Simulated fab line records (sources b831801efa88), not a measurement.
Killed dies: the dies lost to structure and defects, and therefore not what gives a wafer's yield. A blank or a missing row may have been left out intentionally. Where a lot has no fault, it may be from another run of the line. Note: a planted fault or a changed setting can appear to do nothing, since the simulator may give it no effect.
Which tool did it?    flow gf180mcu    10 lots with 30 wafers sampled at 6 steps, on a route of 602 steps

== WHAT THE GAUGES READ, wafer by wafer ==
GF_MIM_RS_MEAS_10: a four-point-probe measurement.
lot   measured      on            MIM_ALCU_RS (ohm/sq)
L504  day 24 16:31  filmMetro-02  0.1585 0.1606 0.1578
L509  day 26 08:58  filmMetro-01  0.1602 0.2127 0.1601
L510  day 26 18:25  filmMetro-01  0.1557 0.1580 0.2064
L516  day 28 23:16  filmMetro-01  0.1597 0.1587 0.1597
L517  day 29 01:55  filmMetro-04  0.1604 0.1584 0.1601
L518  day 29 07:54  filmMetro-02  0.1587 0.1591 0.1581
L522  day 30 20:04  filmMetro-04  0.1592 0.1608 0.1615
L521  day 30 20:50  filmMetro-01  0.1623 0.1606 0.1638
L524  day 31 05:01  filmMetro-01  0.1610 0.1591 0.1607
L525  day 31 15:25  filmMetro-01  0.1620 0.1619 0.1610

GF_MIM_THK_MEAS_11: measures by xrf.
lot   measured      on            MIM_ALCU_THK (nm)
L504  day 24 16:37  filmMetro-02  202.7 200.6 205.6
L509  day 26 09:05  filmMetro-01  200.5 152.1 200.7
L510  day 26 18:32  filmMetro-01  205.8 203.4 156.6
L516  day 28 23:23  filmMetro-01  201.3 202.1 200.9
L517  day 29 02:02  filmMetro-04  201.1 203.7 200.5
L518  day 29 07:59  filmMetro-02  204.7 204.2 205.1
L522  day 30 20:11  filmMetro-04  201.6 200.7 199.5
L521  day 30 20:58  filmMetro-01  198.2 199.6 196.5
L524  day 31 05:07  filmMetro-01  201.2 204.4 200.0
L525  day 31 15:32  filmMetro-01  199.1 198.8 201.5

== EACH LOT AND THE TOOL THAT RAN IT (in order: tool; ch and the chambers of the sampled wafers; start) ==
lot   GF_V4_ETCH_16                      GF_V4_ETCH_17                                 GF_V4_CVD_23                  GF_MIM_SPUTTER_08
L504  rieDiel-01 ch 1,2,3, day 24 14:43  rieDiel-01 ch 1,2,3, day 24 15:29 or earlier  cvdW-02 ch 0,1, day 24 15:29  pvdSputter-01, day 24 16:24
L509  rieDiel-04 ch 1,3, day 26 06:52    rieDiel-04 ch 1,3, day 26 07:58 or earlier    cvdW-01 ch 0,1, day 26 07:58  pvdSputter-01, day 26 08:55
L510  rieDiel-02 ch 1,2,3, day 26 16:39  rieDiel-02 ch 1,2,3, day 26 17:25 or earlier  cvdW-02 ch 0,1, day 26 17:25  pvdSputter-01, day 26 18:22
L516  rieDiel-04 ch 2,3, day 28 21:30    rieDiel-04 ch 2,3, day 28 22:16 or earlier    cvdW-02 ch 0,1, day 28 22:16  pvdSputter-03, day 28 23:13
L517  rieDiel-02 ch 0,1,3, day 29 00:08  rieDiel-02 ch 0,1,3, day 29 00:54 or earlier  cvdW-01 ch 0,1, day 29 00:54  pvdSputter-03, day 29 01:51
L518  rieDiel-01 ch 0,2,3, day 29 06:04  rieDiel-01 ch 0,2,3, day 29 06:52 or earlier  cvdW-01 ch 0,1, day 29 06:52  pvdSputter-02, day 29 07:47
L522  rieDiel-02 ch 0,1,3, day 30 18:17  rieDiel-02 ch 0,1,3, day 30 19:03 or earlier  cvdW-01 ch 0,1, day 30 19:03  pvdSputter-01, day 30 20:01
L521  rieDiel-04 ch 0,1,2, day 30 19:04  rieDiel-04 ch 0,1,2, day 30 19:49 or earlier  cvdW-02 ch 0,1, day 30 19:49  pvdSputter-01, day 30 20:47
L524  rieDiel-04 ch 0,3, day 31 03:11    rieDiel-04 ch 0,3, day 31 03:57 or earlier    cvdW-02 ch 0,1, day 31 03:57  pvdSputter-03, day 31 04:56
L525  rieDiel-04 ch 0,1,2, day 31 13:40  rieDiel-04 ch 0,1,2, day 31 14:25 or earlier  cvdW-01 ch 0,1, day 31 14:25  pvdSputter-03, day 31 15:22
- GF_V4_ETCH_16: etches BARC in N2/H2.
- GF_V4_ETCH_17: etches SiO2 in C4F8/O2/Ar, stops on TiN, target depth 630 nm.
- GF_V4_CVD_23: deposits W, target thk 350 nm, time 104.9 s.
- GF_MIM_SPUTTER_08: material AlCu, target thk 200 nm, time 10.6 s.

== AS READ BY THE TOOLS THEMSELVES (means over the sampled wafers that have a number; for cases with no such wafer, the mark the record gives instead) ==
GF_V4_ETCH_16.
lot   tool        drypumpMotorCurrentA (A)  oesProductAu (a.u.)  rfFwdPowerW (W)  throttleValvePct (%)
L504  rieDiel-01  5.7                       0.858                490.1            13.222
L509  rieDiel-04  5.6                       0.857                496.8            13.233
L510  rieDiel-02  5.3                       0.855                496.5            13.218
L516  rieDiel-04  6.0                       0.855                495.4            13.224
L517  rieDiel-02  5.4                       0.853                493.2            13.221
L518  rieDiel-01  5.3                       0.856                490.7            13.225
L522  rieDiel-02  5.4                       0.855                494.7            13.214
L521  rieDiel-04  5.8                       0.857                495.9            13.224
L524  rieDiel-04  6.0                       0.854                495.8            13.221
L525  rieDiel-04  5.8                       0.851                496.2            13.230

GF_V4_ETCH_17.
lot   tool        oesProductAu (a.u.)  rfFwdPowerW (W)
L504  rieDiel-01  0.852                1486
L509  rieDiel-04  0.858                1494
L510  rieDiel-02  0.856                1497
L516  rieDiel-04  0.853                1494
L517  rieDiel-02  0.855                1488
L518  rieDiel-01  0.856                1491
L522  rieDiel-02  0.857                1490
L521  rieDiel-04  0.854                1495
L524  rieDiel-04  0.859                1491
L525  rieDiel-04  0.856                1497

GF_V4_CVD_23.
lot   tool     heaterPowerW (W)
L504  cvdW-02  861
L509  cvdW-01  849
L510  cvdW-02  851
L516  cvdW-02  863
L517  cvdW-01  894
L518  cvdW-01  886
L522  cvdW-01  854
L521  cvdW-02  854
L524  cvdW-02  881
L525  cvdW-01  881

GF_MIM_SPUTTER_08.
lot   tool           chamberPressurePa (Pa)  throttleValvePct (%)
L504  pvdSputter-01  0.4001                  30.8
L509  pvdSputter-01  0.4005                  30.6
L510  pvdSputter-01  0.3999                  31.1
L516  pvdSputter-03  0.4005                  30.2
L517  pvdSputter-03  0.4006                  29.6
L518  pvdSputter-02  0.3989                  29.8
L522  pvdSputter-01  0.3998                  31.6
L521  pvdSputter-01  0.4001                  31.0
L524  pvdSputter-03  0.3998                  29.4
L525  pvdSputter-03  0.4004                  29.2

== THE ANSWER, worked out from the rows above alone ==
Rule: the usual values come from the lots themselves. Put in order of their means at a reading, lots are off if they are a third of the lots or fewer, leave a main group of 4 or more, and stand apart from it by a gap of 3 or more times the standard deviation of the main group's means; of several such gaps the widest counts. The tables above print the reading to a certain number of digits; a main group whose means all agree to those digits is not used. Also off: a lot with no number at a reading for which 4 or more lots have one. Where the step has rows for the other lots, those lots are counted as sound. After the gauges, taken in route order, come the tools' own readings; for these a lot's mean is taken, as printed above. The first step at which some lot is off is used, and at that step the reading that is off furthest; a lot without a number counts as furthest.
Off: L509, L510, at GF_MIM_RS_MEAS_10 (MIM_ALCU_RS). The main group has a mean of 0.1602 ohm/sq with a standard deviation of 0.0012.
A tool fits if, at a process step before that reading, it ran every lot that is off, and no sound lot after the first of them. The gauges at GF_MIM_RS_MEAS_10 are tried like those tools. With no start given for some of its lots, GF_V4_ETCH_17 uses the hours and lot order of GF_V4_CVD_23. None of those tried fits.

== WHAT HAD BEEN PUT IN BY THE SIMULATOR ==
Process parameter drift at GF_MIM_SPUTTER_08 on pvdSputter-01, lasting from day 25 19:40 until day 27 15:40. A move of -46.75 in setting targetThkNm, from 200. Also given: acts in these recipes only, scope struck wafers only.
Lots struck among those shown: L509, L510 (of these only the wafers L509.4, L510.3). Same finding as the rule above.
